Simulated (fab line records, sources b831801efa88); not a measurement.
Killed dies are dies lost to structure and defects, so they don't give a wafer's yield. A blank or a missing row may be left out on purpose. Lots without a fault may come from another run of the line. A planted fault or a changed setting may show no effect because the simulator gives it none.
One fault seen from 2 desks | flow gf180mcu | each desk has only its own numbers; what lay behind them comes last

THE TOOL OWNER'S DESK: rtp_anneal-02
The tool's own readings at GF_SALICIDE_RTA_06 (time 30 s): means of the sampled wafers that have a number, for each lot that ran on this tool. A lot is out of limits, marked OUT, if its mean lies more than 4 standard deviations from the usual mean; the brackets give that distance.
Columns: A = lamp_power_pct at GF_SALICIDE_RTA_06, usual 6.51 %; B = wafer_temp_C_max at GF_SALICIDE_RTA_06, usual 533.5
lot  | first seen here | A               | B
L681 | day 16 18:51    | 6.33            | 534.2
L684 | day 17 14:39    | 5.24 (-7.1) OUT | 489.6 (-50) OUT
L685 | day 18 07:07    | 5.23 (-7.1) OUT | 489.5 (-50) OUT
This desk's finding: out of limits on L684, L685; first on L684, day 17 14:39 (lamp_power_pct at GF_SALICIDE_RTA_06). In limits: L681.

THE METROLOGY DESK
What the gauges read, lot by lot, whatever tool the lot ran on: means of the sampled wafers that have a number. A lot is out of limits, marked OUT, if its mean lies more than 4 standard deviations from the usual mean; the brackets give that distance.
Columns: A = cd_nm at GF_SAB_CD_MEAS_09, usual 419.8 nm; B = SAB_OVL at GF_SAB_OVL_MEAS_10, usual 0.2 nm; C = SALICIDE_TIN_RS at GF_SALICIDE_RS_MEAS_04, usual 16.32 ohm/sq; D = SALICIDE_TIN_THK at GF_SALICIDE_THK_MEAS_05, usual 20.1 nm
lot  | first seen here | A     | B    | C     | D
L679 | day 15 23:59    | 420.8 | -1.2 | 15.95 | 19.9
L681 | day 16 18:07    | 422.0 | 0.4  | 16.17 | 20.3
L684 | day 17 13:55    | 419.1 | 1.5  | 16.62 | 20.3
L685 | day 18 06:22    | 415.8 | 2.3  | 16.02 | 20.3
L691 | day 20 05:22    | 422.1 | -1.0 | 16.60 | 20.0
L696 | day 22 01:21    | 424.1 | -3.0 | 16.64 | 19.6
This desk's finding: nothing out of limits on any of the 6 lots.

PUT TOGETHER
The tool owner's desk could have raised an alarm at day 17 14:39, on L684, L685.
The metrology desk saw nothing out of limits.
The metrology desk has L684, L685 on record, within its limits.
Of the lots named, all ran GF_SALICIDE_RTA_06 on rtp_anneal-02.

WHAT THE SIMULATOR HAD PUT IN
Process parameter drift: rtp_anneal-02, from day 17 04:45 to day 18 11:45, at GF_SALICIDE_RTA_06. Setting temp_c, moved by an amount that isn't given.
Lots struck among those shown: L684, L685.
Hours from the fault's start to each desk's first reading out of limits: the tool owner's desk, 10.
